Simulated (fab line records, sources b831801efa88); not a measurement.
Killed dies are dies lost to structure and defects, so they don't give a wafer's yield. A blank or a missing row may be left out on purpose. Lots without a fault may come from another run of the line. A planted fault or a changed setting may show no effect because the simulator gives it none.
Which tool did it? | flow gf180mcu | 14 lots, 42 wafers sampled, at 2 steps of a route of 602

WHAT THE GAUGES READ, wafer by wafer
GF_M4_OVL_MEAS_15. Usual: M4_OVL -1 nm, standard deviation 4.5.
lot  | measured     | on         | M4_OVL (nm) | flag
L798 | day 24 00:19 | overlay-02 | -13 -11 -4  |
L799 | day 24 04:44 | overlay-01 | -4 -9 -7    |
L800 | day 24 13:37 | overlay-01 | 5 5 6       |
L802 | day 25 07:58 | overlay-02 | 2 -2 1      |
L803 | day 25 22:58 | overlay-02 | -1 -4 -3    |
L805 | day 26 06:37 | overlay-01 | 1 -3 0      |
L804 | day 26 06:58 | overlay-01 | 7 10 -1     |
L806 | day 26 12:49 | overlay-01 | -1 -1 1     |
L809 | day 27 20:52 | overlay-02 | -8 -3 -8    |
L811 | day 28 05:01 | overlay-01 | -1 4 -1     |
L815 | day 29 15:37 | overlay-02 | 5 3 -5      |
L816 | day 29 19:22 | overlay-02 | 1 -5 -3     |
L820 | day 30 14:07 | overlay-01 | -3 1 -4     |
L821 | day 30 15:36 | overlay-02 | 0 -4 -4     |

GF_V4_THK_MEAS_03. Usual: V4_CVD_02_THK 848 nm, standard deviation 12.
lot  | measured     | on            | V4_CVD_02_THK (nm) | flag
L798 | day 24 03:04 | film_metro-02 | 834 841 849        |
L799 | day 24 05:37 | film_metro-02 | 834 846 842        |
L800 | day 24 14:29 | film_metro-02 | 855 855 852        |
L802 | day 25 08:52 | film_metro-04 | 834 865 841        |
L803 | day 25 23:57 | film_metro-02 | 834 843 849        |
L805 | day 26 07:31 | film_metro-01 | 816 823 826        |
L804 | day 26 08:02 | film_metro-04 | 838 840 855        |
L806 | day 26 14:02 | film_metro-02 | 838 834 872        |
L809 | day 27 21:45 | film_metro-01 | 832 864 850        |
L811 | day 28 05:54 | film_metro-02 | 847 846 857        |
L815 | day 29 16:32 | film_metro-01 | 841 856 871        |
L816 | day 29 20:22 | film_metro-02 | 838 862 852        |
L820 | day 30 15:23 | film_metro-04 | 843 843 867        |
L821 | day 30 16:35 | film_metro-01 | 842 828 846        |

WHICH TOOL RAN EACH LOT (tool, then ch and the chambers of the sampled wafers, then the start)
The record holds no process step before these readings.

WHAT THE TOOLS THEMSELVES READ (means of the sampled wafers that have a number; where no wafer has one, the mark that the record gives instead)
The record holds no such reading with a usual standard deviation.

THE ANSWER, worked out from the rows above alone
Rule: a lot is off if the mean of its wafers that have a number lies more than 3 standard deviations from the usual mean. A lot without any number at a reading at which 4 lots or more have one is off too. The other lots that the step has rows for count as sound. The gauges are gone through in route order, then the tools' own readings, and for those a lot's mean is taken as printed above. The first step at which some lot is off is used, and at that step the reading that is off furthest; a lot without a number counts as furthest.
No lot is off at any reading shown: from this, nothing can be told.

WHAT THE SIMULATOR HAD PUT IN
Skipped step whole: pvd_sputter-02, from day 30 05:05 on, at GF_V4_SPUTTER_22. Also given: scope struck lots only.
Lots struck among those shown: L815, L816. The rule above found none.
